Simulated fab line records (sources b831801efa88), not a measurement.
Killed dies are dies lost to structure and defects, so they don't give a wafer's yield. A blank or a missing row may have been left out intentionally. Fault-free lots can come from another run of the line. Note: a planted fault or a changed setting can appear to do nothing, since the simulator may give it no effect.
Which tool was responsible? || flow sfqLine || Sampling: 14 lots, 42 wafers, 6 of 325 route steps

## WHAT THE GAUGES READ, wafer by wafer
SFQ_M8_BOW_MEAS_951. Usual: M8_BOW gives 8 um (standard deviation 12).
{"lot": "L603", "measured": "day 79 08:47", "on": "filmMetro-04", "M8_BOW (um)": "3 1 7", "flag": ""}
{"lot": "L605", "measured": "day 83 20:48", "on": "filmMetro-04", "M8_BOW (um)": "7 21 24", "flag": ""}
{"lot": "L608", "measured": "day 84 12:13", "on": "filmMetro-03", "M8_BOW (um)": "-4 3 -21", "flag": ""}
{"lot": "L609", "measured": "day 84 15:49", "on": "filmMetro-03", "M8_BOW (um)": "5 2 5", "flag": ""}
{"lot": "L610", "measured": "day 85 01:26", "on": "filmMetro-03", "M8_BOW (um)": "4 -3 -2", "flag": ""}
{"lot": "L618", "measured": "day 86 07:26", "on": "filmMetro-03", "M8_BOW (um)": "12 21 4", "flag": ""}
{"lot": "L619", "measured": "day 88 02:35", "on": "filmMetro-01", "M8_BOW (um)": "30 34 25", "flag": ""}
{"lot": "L620", "measured": "day 88 06:08", "on": "filmMetro-01", "M8_BOW (um)": "22 23 19", "flag": ""}
{"lot": "L621", "measured": "day 90 03:31", "on": "filmMetro-04", "M8_BOW (um)": "18 23 15", "flag": ""}
{"lot": "L622", "measured": "day 90 04:43", "on": "filmMetro-04", "M8_BOW (um)": "18 22 22", "flag": ""}
{"lot": "L623", "measured": "day 92 06:08", "on": "filmMetro-01", "M8_BOW (um)": "0 2 5", "flag": ""}
{"lot": "L624", "measured": "day 92 12:10", "on": "filmMetro-01", "M8_BOW (um)": "24 20 28", "flag": ""}
{"lot": "L625", "measured": "day 92 14:32", "on": "filmMetro-03", "M8_BOW (um)": "30 14 11", "flag": ""}
{"lot": "L626", "measured": "day 93 03:49", "on": "filmMetro-01", "M8_BOW (um)": "5 13 9", "flag": ""}

## EACH LOT AND THE TOOL THAT RAN IT (in order: tool; ch and the chambers of the sampled wafers; start)
{"lot": "L603", "SFQ_TRILAYER_R5_DEP_SPUTTER_134": "pvdSputter-05, day 65 11:07", "SFQ_TRILAYER_I7_DEP_PECVD_183": "pecvd-03 ch 0,2, day 78 20:10", "SFQ_TRILAYER_I7_VIA_ETCH_VIA_ETCH_190": "rieDiel-01 ch 0,1, day 79 02:53", "SFQ_TRILAYER_I7_VIA_STRIP_STRIP_191": "rieMetal-02 ch 0,1, day 79 03:13", "SFQ_TRILAYER_M8_LITHO_EXPOSE_194": "krfScanner-01 ch 0, day 79 06:31"}
{"lot": "L605", "SFQ_TRILAYER_R5_DEP_SPUTTER_134": "pvdSputter-04, day 70 06:51", "SFQ_TRILAYER_I7_DEP_PECVD_183": "pecvd-03 ch 0,1,2, day 83 07:10", "SFQ_TRILAYER_I7_VIA_ETCH_VIA_ETCH_190": "rieDiel-01 ch 0,2,3, day 83 14:57", "SFQ_TRILAYER_I7_VIA_STRIP_STRIP_191": "rieMetal-01 ch 0,1, day 83 15:04", "SFQ_TRILAYER_M8_LITHO_EXPOSE_194": "krfScanner-01 ch 0, day 83 18:10"}
{"lot": "L608", "SFQ_TRILAYER_R5_DEP_SPUTTER_134": "pvdSputter-04, day 70 12:50", "SFQ_TRILAYER_I7_DEP_PECVD_183": "pecvd-03 ch 1,2, day 83 13:28", "SFQ_TRILAYER_I7_VIA_ETCH_VIA_ETCH_190": "rieDiel-01 ch 1,2,3, day 84 00:33", "SFQ_TRILAYER_I7_VIA_STRIP_STRIP_191": "rieMetal-01 ch 0,1, day 84 00:40", "SFQ_TRILAYER_M8_LITHO_EXPOSE_194": "krfScanner-01 ch 0, day 84 09:46"}
{"lot": "L609", "SFQ_TRILAYER_R5_DEP_SPUTTER_134": "pvdSputter-06, day 70 14:03", "SFQ_TRILAYER_I7_DEP_PECVD_183": "pecvd-04 ch 0,1, day 83 14:40", "SFQ_TRILAYER_I7_VIA_ETCH_VIA_ETCH_190": "rieDiel-03 ch 0,2, day 84 02:57", "SFQ_TRILAYER_I7_VIA_STRIP_STRIP_191": "rieMetal-04 ch 0,1, day 84 03:04", "SFQ_TRILAYER_M8_LITHO_EXPOSE_194": "krfScanner-01, day 84 13:22"}
{"lot": "L610", "SFQ_TRILAYER_R5_DEP_SPUTTER_134": "pvdSputter-05, day 70 17:39", "SFQ_TRILAYER_I7_DEP_PECVD_183": "pecvd-01 ch 0,1, day 83 18:16", "SFQ_TRILAYER_I7_VIA_ETCH_VIA_ETCH_190": "rieDiel-01 ch 0,1, day 84 08:45", "SFQ_TRILAYER_I7_VIA_STRIP_STRIP_191": "rieMetal-02 ch 0,1, day 84 09:04", "SFQ_TRILAYER_M8_LITHO_EXPOSE_194": "krfScanner-01, day 84 23:10"}
{"lot": "L618", "SFQ_TRILAYER_R5_DEP_SPUTTER_134": "pvdSputter-05, day 74 07:13", "SFQ_TRILAYER_I7_DEP_PECVD_183": "pecvd-01 ch 1,2, day 85 00:07", "SFQ_TRILAYER_I7_VIA_ETCH_VIA_ETCH_190": "rieDiel-03 ch 1,2,3, day 85 15:57", "SFQ_TRILAYER_I7_VIA_STRIP_STRIP_191": "rieMetal-02 ch 0,1, day 85 16:16", "SFQ_TRILAYER_M8_LITHO_EXPOSE_194": "krfScanner-01 ch 0, day 86 05:10"}
{"lot": "L619", "SFQ_TRILAYER_R5_DEP_SPUTTER_134": "pvdSputter-05, day 74 19:19", "SFQ_TRILAYER_I7_DEP_PECVD_183": "pecvd-04 ch 0,1,2, day 87 10:49", "SFQ_TRILAYER_I7_VIA_ETCH_VIA_ETCH_190": "rieDiel-04 ch 2,3, day 87 20:05", "SFQ_TRILAYER_I7_VIA_STRIP_STRIP_191": "rieMetal-04 ch 0,1, day 87 20:24", "SFQ_TRILAYER_M8_LITHO_EXPOSE_194": "krfScanner-01 ch 0, day 88 00:19"}
{"lot": "L620", "SFQ_TRILAYER_R5_DEP_SPUTTER_134": "pvdSputter-06, day 75 08:01", "SFQ_TRILAYER_I7_DEP_PECVD_183": "pecvd-03 ch 0,1, day 87 12:01", "SFQ_TRILAYER_I7_VIA_ETCH_VIA_ETCH_190": "rieDiel-03 ch 0,2, day 87 23:05", "SFQ_TRILAYER_I7_VIA_STRIP_STRIP_191": "rieMetal-04 ch 0, day 87 23:12", "SFQ_TRILAYER_M8_LITHO_EXPOSE_194": "krfScanner-01 ch 0, day 88 03:31"}
{"lot": "L621", "SFQ_TRILAYER_R5_DEP_SPUTTER_134": "pvdSputter-06, day 75 19:38", "SFQ_TRILAYER_I7_DEP_PECVD_183": "pecvd-04 ch 1,2, day 88 10:49", "SFQ_TRILAYER_I7_VIA_ETCH_VIA_ETCH_190": "rieDiel-04 ch 0,1, day 89 22:38", "SFQ_TRILAYER_I7_VIA_STRIP_STRIP_191": "rieMetal-02 ch 0,1, day 89 22:45", "SFQ_TRILAYER_M8_LITHO_EXPOSE_194": "krfScanner-01 ch 0, day 90 01:04"}
{"lot": "L622", "SFQ_TRILAYER_R5_DEP_SPUTTER_134": "pvdSputter-06, day 76 03:16", "SFQ_TRILAYER_I7_DEP_PECVD_183": "pecvd-03 ch 0,2, day 88 19:13", "SFQ_TRILAYER_I7_VIA_ETCH_VIA_ETCH_190": "rieDiel-01 ch 0,2,3, day 89 23:50", "SFQ_TRILAYER_I7_VIA_STRIP_STRIP_191": "rieMetal-04 ch 0,1, day 89 23:57", "SFQ_TRILAYER_M8_LITHO_EXPOSE_194": "krfScanner-01 ch 0, day 90 02:16"}
{"lot": "L623", "SFQ_TRILAYER_R5_DEP_SPUTTER_134": "pvdSputter-04, day 76 11:21", "SFQ_TRILAYER_I7_DEP_PECVD_183": "pecvd-01 ch 1,2, day 91 15:19", "SFQ_TRILAYER_I7_VIA_ETCH_VIA_ETCH_190": "rieDiel-03 ch 1,2, day 92 00:16", "SFQ_TRILAYER_I7_VIA_STRIP_STRIP_191": "rieMetal-04 ch 0,1, day 92 00:22", "SFQ_TRILAYER_M8_LITHO_EXPOSE_194": "krfScanner-01 ch 0, day 92 03:30"}
{"lot": "L624", "SFQ_TRILAYER_R5_DEP_SPUTTER_134": "pvdSputter-05, day 76 14:47", "SFQ_TRILAYER_I7_DEP_PECVD_183": "pecvd-03 ch 0,1,2, day 91 19:21", "SFQ_TRILAYER_I7_VIA_ETCH_VIA_ETCH_190": "rieDiel-03 ch 0,1,3, day 92 06:17", "SFQ_TRILAYER_I7_VIA_STRIP_STRIP_191": "rieMetal-04 ch 0,1, day 92 06:35", "SFQ_TRILAYER_M8_LITHO_EXPOSE_194": "krfScanner-01 ch 0, day 92 09:54"}
{"lot": "L625", "SFQ_TRILAYER_R5_DEP_SPUTTER_134": "pvdSputter-06, day 76 17:24", "SFQ_TRILAYER_I7_DEP_PECVD_183": "pecvd-04 ch 0,1, day 91 21:44", "SFQ_TRILAYER_I7_VIA_ETCH_VIA_ETCH_190": "rieDiel-04 ch 0,2, day 92 07:29", "SFQ_TRILAYER_I7_VIA_STRIP_STRIP_191": "rieMetal-02 ch 0,1, day 92 07:35", "SFQ_TRILAYER_M8_LITHO_EXPOSE_194": "krfScanner-01 ch 0, day 92 11:54"}
{"lot": "L626", "SFQ_TRILAYER_R5_DEP_SPUTTER_134": "pvdSputter-04, day 76 18:43", "SFQ_TRILAYER_I7_DEP_PECVD_183": "pecvd-03 ch 1,2, day 92 00:08", "SFQ_TRILAYER_I7_VIA_ETCH_VIA_ETCH_190": "rieDiel-03 ch 0,1,2, day 92 14:41", "SFQ_TRILAYER_I7_VIA_STRIP_STRIP_191": "rieMetal-04 ch 0, day 92 14:47", "SFQ_TRILAYER_M8_LITHO_EXPOSE_194": "krfScanner-01 ch 0, day 93 01:06"}
- SFQ_TRILAYER_R5_DEP_SPUTTER_134: material Ti, target thk 5 nm, time 5 s.
- SFQ_TRILAYER_I7_DEP_PECVD_183: deposits SiO2 from SiH4/N2O, time 111.11 s, target thk 500 nm.
- SFQ_TRILAYER_I7_VIA_ETCH_VIA_ETCH_190: etches SiO2 in CHF3, stops on Nb, target depth 260 nm.
- SFQ_TRILAYER_I7_VIA_STRIP_STRIP_191: strips in O2.
- SFQ_TRILAYER_M8_LITHO_EXPOSE_194: exposes mask M8, target cd 2000 nm.

## WHAT THE TOOLS THEMSELVES READ (means of the sampled wafers that have a number; where no wafer has one, the mark that the record gives instead)
SFQ_TRILAYER_R5_DEP_SPUTTER_134. Usual: throttleValvePct 29.7 %, standard deviation 0.73.
{"lot": "L603", "tool": "pvdSputter-05", "throttleValvePct (%)": 29.9, "flag": ""}
{"lot": "L605", "tool": "pvdSputter-04", "throttleValvePct (%)": 29.5, "flag": ""}
{"lot": "L608", "tool": "pvdSputter-04", "throttleValvePct (%)": 29.7, "flag": ""}
{"lot": "L609", "tool": "pvdSputter-06", "throttleValvePct (%)": 30.7, "flag": ""}
{"lot": "L610", "tool": "pvdSputter-05", "throttleValvePct (%)": 29.3, "flag": ""}
{"lot": "L618", "tool": "pvdSputter-05", "throttleValvePct (%)": 30.4, "flag": ""}
{"lot": "L619", "tool": "pvdSputter-05", "throttleValvePct (%)": 30.4, "flag": ""}
{"lot": "L620", "tool": "pvdSputter-06", "throttleValvePct (%)": 30.2, "flag": ""}
{"lot": "L621", "tool": "pvdSputter-06", "throttleValvePct (%)": 29.7, "flag": ""}
{"lot": "L622", "tool": "pvdSputter-06", "throttleValvePct (%)": 29.3, "flag": ""}
{"lot": "L623", "tool": "pvdSputter-04", "throttleValvePct (%)": 29.5, "flag": ""}
{"lot": "L624", "tool": "pvdSputter-05", "throttleValvePct (%)": 29.8, "flag": ""}
{"lot": "L625", "tool": "pvdSputter-06", "throttleValvePct (%)": 30.4, "flag": ""}
{"lot": "L626", "tool": "pvdSputter-04", "throttleValvePct (%)": 29.4, "flag": ""}

SFQ_TRILAYER_I7_DEP_PECVD_183. Usual: chamberPressureTorr 2.400 Torr, standard deviation 0.0057; heaterPowerOuterW 32 W, standard deviation 13; heaterPowerW 88 W, standard deviation 21; throttleValvePct 25.1 %, standard deviation 1.7.
{"lot": "L603", "tool": "pecvd-03", "chamberPressureTorr (Torr)": 2.401, "heaterPowerOuterW (W)": 25, "heaterPowerW (W)": 77, "throttleValvePct (%)": 25.3, "flag": ""}
{"lot": "L605", "tool": "pecvd-03", "chamberPressureTorr (Torr)": 2.399, "heaterPowerOuterW (W)": 29, "heaterPowerW (W)": 85, "throttleValvePct (%)": 25.3, "flag": ""}
{"lot": "L608", "tool": "pecvd-03", "chamberPressureTorr (Torr)": 2.399, "heaterPowerOuterW (W)": 38, "heaterPowerW (W)": 98, "throttleValvePct (%)": 26.2, "flag": ""}
{"lot": "L609", "tool": "pecvd-04", "chamberPressureTorr (Torr)": "-", "heaterPowerOuterW (W)": "-", "heaterPowerW (W)": "-", "throttleValvePct (%)": "-", "flag": "OFF"}
{"lot": "L610", "tool": "pecvd-01", "chamberPressureTorr (Torr)": "-", "heaterPowerOuterW (W)": "-", "heaterPowerW (W)": "-", "throttleValvePct (%)": "-", "flag": "OFF"}
{"lot": "L618", "tool": "pecvd-01", "chamberPressureTorr (Torr)": 2.398, "heaterPowerOuterW (W)": 29, "heaterPowerW (W)": 91, "throttleValvePct (%)": 27.4, "flag": ""}
{"lot": "L619", "tool": "pecvd-04", "chamberPressureTorr (Torr)": 2.404, "heaterPowerOuterW (W)": 38, "heaterPowerW (W)": 93, "throttleValvePct (%)": 23.4, "flag": ""}
{"lot": "L620", "tool": "pecvd-03", "chamberPressureTorr (Torr)": 2.406, "heaterPowerOuterW (W)": 20, "heaterPowerW (W)": 71, "throttleValvePct (%)": 24.5, "flag": ""}
{"lot": "L621", "tool": "pecvd-04", "chamberPressureTorr (Torr)": 2.392, "heaterPowerOuterW (W)": 47, "heaterPowerW (W)": 103, "throttleValvePct (%)": 23.3, "flag": ""}
{"lot": "L622", "tool": "pecvd-03", "chamberPressureTorr (Torr)": 2.401, "heaterPowerOuterW (W)": 22, "heaterPowerW (W)": 73, "throttleValvePct (%)": 25.4, "flag": ""}
{"lot": "L623", "tool": "pecvd-01", "chamberPressureTorr (Torr)": 2.400, "heaterPowerOuterW (W)": 30, "heaterPowerW (W)": 93, "throttleValvePct (%)": 28.2, "flag": ""}
{"lot": "L624", "tool": "pecvd-03", "chamberPressureTorr (Torr)": 2.403, "heaterPowerOuterW (W)": 31, "heaterPowerW (W)": 87, "throttleValvePct (%)": 25.1, "flag": ""}
{"lot": "L625", "tool": "pecvd-04", "chamberPressureTorr (Torr)": 2.395, "heaterPowerOuterW (W)": 34, "heaterPowerW (W)": 88, "throttleValvePct (%)": 23.8, "flag": ""}
{"lot": "L626", "tool": "pecvd-03", "chamberPressureTorr (Torr)": 2.394, "heaterPowerOuterW (W)": 38, "heaterPowerW (W)": 100, "throttleValvePct (%)": 26.4, "flag": ""}

SFQ_TRILAYER_I7_VIA_ETCH_VIA_ETCH_190. Usual: drypumpMotorCurrentA 6.0 A, standard deviation 0.39; oesProductAu 0.853 a.u., standard deviation 0.0055.
{"lot": "L603", "tool": "rieDiel-01", "drypumpMotorCurrentA (A)": 6.3, "oesProductAu (a.u.)": 0.855, "flag": ""}
{"lot": "L605", "tool": "rieDiel-01", "drypumpMotorCurrentA (A)": 6.0, "oesProductAu (a.u.)": 0.855, "flag": ""}
{"lot": "L608", "tool": "rieDiel-01", "drypumpMotorCurrentA (A)": 6.3, "oesProductAu (a.u.)": 0.850, "flag": ""}
{"lot": "L609", "tool": "rieDiel-03", "drypumpMotorCurrentA (A)": 6.1, "oesProductAu (a.u.)": 0.376, "flag": "OFF"}
{"lot": "L610", "tool": "rieDiel-01", "drypumpMotorCurrentA (A)": 6.3, "oesProductAu (a.u.)": 0.380, "flag": "OFF"}
{"lot": "L618", "tool": "rieDiel-03", "drypumpMotorCurrentA (A)": 5.8, "oesProductAu (a.u.)": 0.853, "flag": ""}
{"lot": "L619", "tool": "rieDiel-04", "drypumpMotorCurrentA (A)": 5.8, "oesProductAu (a.u.)": 0.857, "flag": ""}
{"lot": "L620", "tool": "rieDiel-03", "drypumpMotorCurrentA (A)": 6.1, "oesProductAu (a.u.)": 0.855, "flag": ""}
{"lot": "L621", "tool": "rieDiel-04", "drypumpMotorCurrentA (A)": 6.0, "oesProductAu (a.u.)": 0.848, "flag": ""}
{"lot": "L622", "tool": "rieDiel-01", "drypumpMotorCurrentA (A)": 5.9, "oesProductAu (a.u.)": 0.854, "flag": ""}
{"lot": "L623", "tool": "rieDiel-03", "drypumpMotorCurrentA (A)": 5.9, "oesProductAu (a.u.)": 0.855, "flag": ""}
{"lot": "L624", "tool": "rieDiel-03", "drypumpMotorCurrentA (A)": 5.9, "oesProductAu (a.u.)": 0.848, "flag": ""}
{"lot": "L625", "tool": "rieDiel-04", "drypumpMotorCurrentA (A)": 5.3, "oesProductAu (a.u.)": 0.854, "flag": ""}
{"lot": "L626", "tool": "rieDiel-03", "drypumpMotorCurrentA (A)": 6.0, "oesProductAu (a.u.)": 0.859, "flag": ""}

SFQ_TRILAYER_I7_VIA_STRIP_STRIP_191. Usual: drypumpMotorCurrentA 5.64 A, standard deviation 0.29; oesProductAu 0.999 a.u., standard deviation 0.0068.
{"lot": "L603", "tool": "rieMetal-02", "drypumpMotorCurrentA (A)": 5.84, "oesProductAu (a.u.)": 0.994, "flag": ""}
{"lot": "L605", "tool": "rieMetal-01", "drypumpMotorCurrentA (A)": 5.79, "oesProductAu (a.u.)": 1.000, "flag": ""}
{"lot": "L608", "tool": "rieMetal-01", "drypumpMotorCurrentA (A)": 5.73, "oesProductAu (a.u.)": 1.003, "flag": ""}
{"lot": "L609", "tool": "rieMetal-04", "drypumpMotorCurrentA (A)": 5.23, "oesProductAu (a.u.)": 0.998, "flag": ""}
{"lot": "L610", "tool": "rieMetal-02", "drypumpMotorCurrentA (A)": 5.90, "oesProductAu (a.u.)": 1.001, "flag": ""}
{"lot": "L618", "tool": "rieMetal-02", "drypumpMotorCurrentA (A)": 5.85, "oesProductAu (a.u.)": 1.000, "flag": ""}
{"lot": "L619", "tool": "rieMetal-04", "drypumpMotorCurrentA (A)": 5.22, "oesProductAu (a.u.)": 0.994, "flag": ""}
{"lot": "L620", "tool": "rieMetal-04", "drypumpMotorCurrentA (A)": 5.17, "oesProductAu (a.u.)": 1.001, "flag": ""}
{"lot": "L621", "tool": "rieMetal-02", "drypumpMotorCurrentA (A)": 5.87, "oesProductAu (a.u.)": 0.999, "flag": ""}
{"lot": "L622", "tool": "rieMetal-04", "drypumpMotorCurrentA (A)": 5.27, "oesProductAu (a.u.)": 1.000, "flag": ""}
{"lot": "L623", "tool": "rieMetal-04", "drypumpMotorCurrentA (A)": 5.28, "oesProductAu (a.u.)": 0.995, "flag": ""}
{"lot": "L624", "tool": "rieMetal-04", "drypumpMotorCurrentA (A)": 5.22, "oesProductAu (a.u.)": 0.996, "flag": ""}
{"lot": "L625", "tool": "rieMetal-02", "drypumpMotorCurrentA (A)": 5.94, "oesProductAu (a.u.)": 1.003, "flag": ""}
{"lot": "L626", "tool": "rieMetal-04", "drypumpMotorCurrentA (A)": 5.16, "oesProductAu (a.u.)": 0.996, "flag": ""}

SFQ_TRILAYER_M8_LITHO_EXPOSE_194. Usual: exposureDoseMJCm2 14.400, standard deviation 0.013; focusOffsetNm 0.0 nm, standard deviation 0.52.
{"lot": "L603", "tool": "krfScanner-01", "exposureDoseMJCm2": 14.401, "focusOffsetNm (nm)": 0.0, "flag": ""}
{"lot": "L605", "tool": "krfScanner-01", "exposureDoseMJCm2": 14.421, "focusOffsetNm (nm)": -0.6, "flag": ""}
{"lot": "L608", "tool": "krfScanner-01", "exposureDoseMJCm2": 14.399, "focusOffsetNm (nm)": 0.2, "flag": ""}
{"lot": "L609", "tool": "krfScanner-01", "exposureDoseMJCm2": "-", "focusOffsetNm (nm)": "-", "flag": "OFF"}
{"lot": "L610", "tool": "krfScanner-01", "exposureDoseMJCm2": "-", "focusOffsetNm (nm)": "-", "flag": "OFF"}
{"lot": "L618", "tool": "krfScanner-01", "exposureDoseMJCm2": 14.407, "focusOffsetNm (nm)": -0.2, "flag": ""}
{"lot": "L619", "tool": "krfScanner-01", "exposureDoseMJCm2": 14.387, "focusOffsetNm (nm)": -0.1, "flag": ""}
{"lot": "L620", "tool": "krfScanner-01", "exposureDoseMJCm2": 14.394, "focusOffsetNm (nm)": -0.3, "flag": ""}
{"lot": "L621", "tool": "krfScanner-01", "exposureDoseMJCm2": 14.407, "focusOffsetNm (nm)": 0.2, "flag": ""}
{"lot": "L622", "tool": "krfScanner-01", "exposureDoseMJCm2": 14.389, "focusOffsetNm (nm)": 0.2, "flag": ""}
{"lot": "L623", "tool": "krfScanner-01", "exposureDoseMJCm2": 14.401, "focusOffsetNm (nm)": -0.1, "flag": ""}
{"lot": "L624", "tool": "krfScanner-01", "exposureDoseMJCm2": 14.401, "focusOffsetNm (nm)": 0.0, "flag": ""}
{"lot": "L625", "tool": "krfScanner-01", "exposureDoseMJCm2": 14.398, "focusOffsetNm (nm)": -0.6, "flag": ""}
{"lot": "L626", "tool": "krfScanner-01", "exposureDoseMJCm2": 14.407, "focusOffsetNm (nm)": -0.4, "flag": ""}

## THE ANSWER, worked out from the rows above alone
Rule: take the mean of a lot's wafers that have a number; if it is more than 3 standard deviations from the usual mean, the lot is off. A lot without any number at a reading at which 4 lots or more have one is off too. Where the step has rows for the other lots, those lots are counted as sound. The gauges are gone through in route order, then the tools' own readings, and for those a lot's mean is taken as printed above. The first step at which some lot is off is used, and at that step the reading that is off furthest; a lot without a number counts as furthest.
Off at SFQ_TRILAYER_I7_DEP_PECVD_183 (chamberPressureTorr): L609, L610. Without a number there: L609, L610.
A tool fits if, at that step or a process step before it, it ran every lot that is off, and no sound lot after the first of them. None of those tried fits.

## WHAT THE SIMULATOR PUT IN
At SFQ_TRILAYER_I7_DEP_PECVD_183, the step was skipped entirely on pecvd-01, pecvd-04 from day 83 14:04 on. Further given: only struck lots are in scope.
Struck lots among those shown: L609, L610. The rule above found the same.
